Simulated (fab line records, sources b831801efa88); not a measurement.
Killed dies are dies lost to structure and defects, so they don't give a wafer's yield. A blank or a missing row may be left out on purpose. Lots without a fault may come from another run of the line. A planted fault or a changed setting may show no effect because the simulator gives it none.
Problem report in the 8D (eight disciplines) form, filled by code | flow gf180mcu | the parts of the form that need people (team, actions taken, sign-off) are left out

1. THE PROBLEM
POLY_GATE_CVD_00_THK at GF_POLY_GATE_THK_MEAS_01 reads a mean of 253.7 nm on 9 wafers of 3 lots; wafers without a fault read 200.5 nm with a standard deviation of 1.9. That is +28 standard deviations from the usual mean.
First seen on wafer L856.1, day 12 12:25, on film_metro-04. The record holds 39 wafers of 13 lots with a number at this step. Rule for "out", or "out of limits": more than 4 standard deviations from the usual mean. The other wafers with a number count as sound.

2. WHAT IT IS AND WHAT IT IS NOT
question                    | is                           | is not
which readings at this step | POLY_GATE_CVD_00_THK         | -
which lots                  | L856, L857, L858             | L842, L843, L844, L845, L846, L847, L848, L849, L850, L860
which wafers of those lots  | all that have a number       | -
read on which gauges        | film_metro-01, film_metro-04 | film_metro-03
when                        | from day 12 12:25            | up to then (27 sound wafers); but 3 sound wafers of L860 came after

3. SUSPECTS, AND WHAT RULES EACH OUT
Counting: a tool at a process step up to the reading stays a suspect if it ran every lot that is out and no sound lot after the first of them.
- the gauge at GF_POLY_GATE_THK_MEAS_01: ruled out. The wafers that are out were read on 2 gauges (film_metro-01, film_metro-04).
- lpcvd-02 at GF_POLY_GATE_CVD_00 (deposits poly-Si, target thk 200 nm, time 1200 s): kept. It ran every lot that is out, first L856 (day 12 11:05), and no sound lot after that; its last sound lot up to then is L849 (day 10 11:33). Its own readings are out on those wafers: spike_tc_centre_C, spike_tc_lower_C, spike_tc_upper_C, susceptor_temp_C.
Left after counting: lpcvd-02 at GF_POLY_GATE_CVD_00.

4. THE CAUSE (what the simulator had put in)
Process parameter drift: lpcvd-02, from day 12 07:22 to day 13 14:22, at GF_POLY_GATE_CVD_00. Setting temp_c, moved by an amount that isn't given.
Counting left only this tool.

5. THE CHAIN OF EFFECTS, in route order
Each row: a reading whose mean over the struck wafers that have a number lies more than 3 standard deviations from the usual. Only readings for which the record gives a usual standard deviation are gone through. hours: the time from each lot's start at the first step in this table that gives one to its start at this step, as a median over the lots. sigmas: the change in usual standard deviations.
hours | step                     | reading              | usual    | on struck wafers | change | sigmas
0     | GF_POLY_GATE_CVD_00      | spike_tc_centre_C    | 620.4 C  | 630.6            | +10.2  | +8.5
0     | GF_POLY_GATE_CVD_00      | spike_tc_lower_C     | 620.2 C  | 630.9            | +10.7  | +8.2
0     | GF_POLY_GATE_CVD_00      | spike_tc_top_C       | 637.8 C  | 648.6            | +10.8  | +3.6
0     | GF_POLY_GATE_CVD_00      | spike_tc_upper_C     | 620.0 C  | 629.8            | +9.8   | +8.9
0     | GF_POLY_GATE_CVD_00      | susceptor_temp_C     | 620.04 C | 630.25           | +10.21 | +34
1     | GF_POLY_GATE_THK_MEAS_01 | POLY_GATE_CVD_00_THK | 200.5 nm | 253.7            | +53.2  | +28
The process steps in it:
- GF_POLY_GATE_CVD_00: deposits poly-Si, target thk 200 nm, time 1200 s.
Later measuring or inspecting steps at which every struck wafer that the step has a row for has a number for every such reading, and none has moved that far: GF_HV_LDD_OVL_MEAS_47, GF_SAB_THK_MEAS_01.

6. WHAT WOULD HAVE CAUGHT IT SOONER
In this record the first reading out of limits at a measuring or inspecting step was taken at day 12 12:25, 5 hours after the fault began at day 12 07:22.
The tool's own readings at GF_POLY_GATE_CVD_00 were out on every struck wafer that the step has a row for (spike_tc_centre_C, spike_tc_lower_C, spike_tc_upper_C, susceptor_temp_C): an alarm limit on them would have fired on the first of those.
Of the lots that are out (3), L857, L858 began GF_POLY_GATE_CVD_00 on lpcvd-02 after day 12 12:25. A hold on the tool at that time would have spared those 2.
